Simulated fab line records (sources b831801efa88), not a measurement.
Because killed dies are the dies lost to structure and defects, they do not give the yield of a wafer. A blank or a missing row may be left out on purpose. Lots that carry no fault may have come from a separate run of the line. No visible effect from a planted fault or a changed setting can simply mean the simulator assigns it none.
Split-lot experiment / flow sky130 / 23 wafers read from 5 lots, route of 708 steps

ABOUT THE SPLIT
At SKY_DNWELL_EXPOSE_04 (exposes mask DNM, target cd 3000 nm), the setting dose mj was moved away from the recipe's 222 on 9 of the 23 wafers read, by +3.7% to +7.2%. The other wafers ran this setting at the recipe's value.

FROM THE SPLIT ON TO THE READING: in between, the file shows 1 step
- SKY_DNWELL_PEB_05

THE READING
DNWELL.cd nm (the simulator's own value, which no gauge read), in nm, at SKY_DNWELL_DEVELOP_06 (develop time 57.7 s). There is no usual value for it anywhere in the file. Average 2990 nm, standard deviation 4.7 nm, over the 14 wafers here run with the recipe.

wafer=L076.2; tool, chamber at the split=iline stepper-02, 0; dose mj as run=222; against the recipe=recipe; DNWELL.cd nm, nm=2994; against lot-mates on the recipe=-
wafer=L076.4; tool, chamber at the split=iline stepper-02, 0; dose mj as run=222; against the recipe=recipe; DNWELL.cd nm, nm=2994; against lot-mates on the recipe=-
wafer=L076.6; tool, chamber at the split=iline stepper-02, 0; dose mj as run=222; against the recipe=recipe; DNWELL.cd nm, nm=2994; against lot-mates on the recipe=-
wafer=L076.3; tool, chamber at the split=iline stepper-02, 0; dose mj as run=232.7; against the recipe=+4.8%; DNWELL.cd nm, nm=3010; against lot-mates on the recipe=+16
wafer=L076.5; tool, chamber at the split=iline stepper-02, 0; dose mj as run=232.7; against the recipe=+4.8%; DNWELL.cd nm, nm=3009; against lot-mates on the recipe=+15
wafer=L080.1; tool, chamber at the split=iline stepper-01, 0; dose mj as run=222; against the recipe=recipe; DNWELL.cd nm, nm=2983; against lot-mates on the recipe=-
wafer=L080.3; tool, chamber at the split=iline stepper-01, 0; dose mj as run=233.1; against the recipe=+5.0%; DNWELL.cd nm, nm=2995; against lot-mates on the recipe=+11
wafer=L080.4; tool, chamber at the split=iline stepper-01, 0; dose mj as run=222; against the recipe=recipe; DNWELL.cd nm, nm=2984; against lot-mates on the recipe=-
wafer=L080.5; tool, chamber at the split=iline stepper-01, 0; dose mj as run=222; against the recipe=recipe; DNWELL.cd nm, nm=2984; against lot-mates on the recipe=-
wafer=L080.6; tool, chamber at the split=iline stepper-01, 0; dose mj as run=233.1; against the recipe=+5.0%; DNWELL.cd nm, nm=2999; against lot-mates on the recipe=+15
wafer=L081.1; tool, chamber at the split=iline stepper-01, 0; dose mj as run=222; against the recipe=recipe; DNWELL.cd nm, nm=2993; against lot-mates on the recipe=-
wafer=L081.2; tool, chamber at the split=iline stepper-01, 0; dose mj as run=238; against the recipe=+7.2%; DNWELL.cd nm, nm=3016; against lot-mates on the recipe=+20
wafer=L081.3; tool, chamber at the split=iline stepper-01, 0; dose mj as run=222; against the recipe=recipe; DNWELL.cd nm, nm=2997; against lot-mates on the recipe=-
wafer=L081.4; tool, chamber at the split=iline stepper-01, 0; dose mj as run=222; against the recipe=recipe; DNWELL.cd nm, nm=2998; against lot-mates on the recipe=-
wafer=L081.6; tool, chamber at the split=iline stepper-01, 0; dose mj as run=238; against the recipe=+7.2%; DNWELL.cd nm, nm=3018; against lot-mates on the recipe=+22
wafer=L082.1; tool, chamber at the split=iline stepper-01, 0; dose mj as run=230.2; against the recipe=+3.7%; DNWELL.cd nm, nm=2998; against lot-mates on the recipe=+11
wafer=L082.2; tool, chamber at the split=iline stepper-01, 0; dose mj as run=230.2; against the recipe=+3.7%; DNWELL.cd nm, nm=2998; against lot-mates on the recipe=+11
wafer=L082.4; tool, chamber at the split=iline stepper-01, 0; dose mj as run=230.2; against the recipe=+3.7%; DNWELL.cd nm, nm=2997; against lot-mates on the recipe=+10
wafer=L082.5; tool, chamber at the split=iline stepper-01, 0; dose mj as run=222; against the recipe=recipe; DNWELL.cd nm, nm=2987; against lot-mates on the recipe=-
wafer=L082.6; tool, chamber at the split=iline stepper-01, 0; dose mj as run=222; against the recipe=recipe; DNWELL.cd nm, nm=2987; against lot-mates on the recipe=-
wafer=L084.3; tool, chamber at the split=iline stepper-02, 0; dose mj as run=222; against the recipe=recipe; DNWELL.cd nm, nm=2989; against lot-mates on the recipe=-
wafer=L084.5; tool, chamber at the split=iline stepper-02, 0; dose mj as run=222; against the recipe=recipe; DNWELL.cd nm, nm=2990; against lot-mates on the recipe=-
wafer=L084.6; tool, chamber at the split=iline stepper-02, 0; dose mj as run=222; against the recipe=recipe; DNWELL.cd nm, nm=2993; against lot-mates on the recipe=-

FIT RESULTS
A straight line over all 23 wafers: DNWELL.cd nm changes by +3.03 nm for each +1% of dose mj; r = +0.84; the points scatter about the line by 5.4 nm.
The same after taking each lot's own level away (the mean of its wafers on the recipe; 23 wafers): +2.92 nm for each +1%; r = +0.98; scatter 1.4 nm.
The reading moves by 21 nm for the largest change in dose mj, on that fit.
Across the lots, their own levels run from 2983.7 to 2996.0 nm, a range of 2.6 times the standard deviation given above.
Consequently the slope shifts little with the lot-to-lot level, the two slopes agreeing.
Check: for one of the wafers moved furthest among these (+7.2%), held out of the fit, the line's prediction against its lot-mates is +21.3 nm. Against them it came out at +20 nm.

THE OTHER SPLITS THESE WAFERS WENT THROUGH
Other splits were also applied to these wafers ahead of the reading. Each is held against what the fit with the lots' levels taken away leaves over:
other split on the same wafers=SKY_FIELD_ISO_CVD_03 temp c; wafers away from the commonest value=18; r with DNWELL.cd nm (lot level and that fit taken away)=-0.16
other split on the same wafers=SKY_FIELD_ISO_EXPOSE_10 dose mj; wafers away from the commonest value=5; r with DNWELL.cd nm (lot level and that fit taken away)=-0.45
other split on the same wafers=SKY_FIELD_ISO_ETCH_14 time s; wafers away from the commonest value=7; r with DNWELL.cd nm (lot level and that fit taken away)=+0.15
other split on the same wafers=SKY_FIELD_ISO_OXIDATION_22 ox time s; wafers away from the commonest value=15; r with DNWELL.cd nm (lot level and that fit taken away)=+0.16

FILE'S OWN FIT
DNWELL.cd nm changes by +2.93 nm for each +1% of dose mj, r = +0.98.
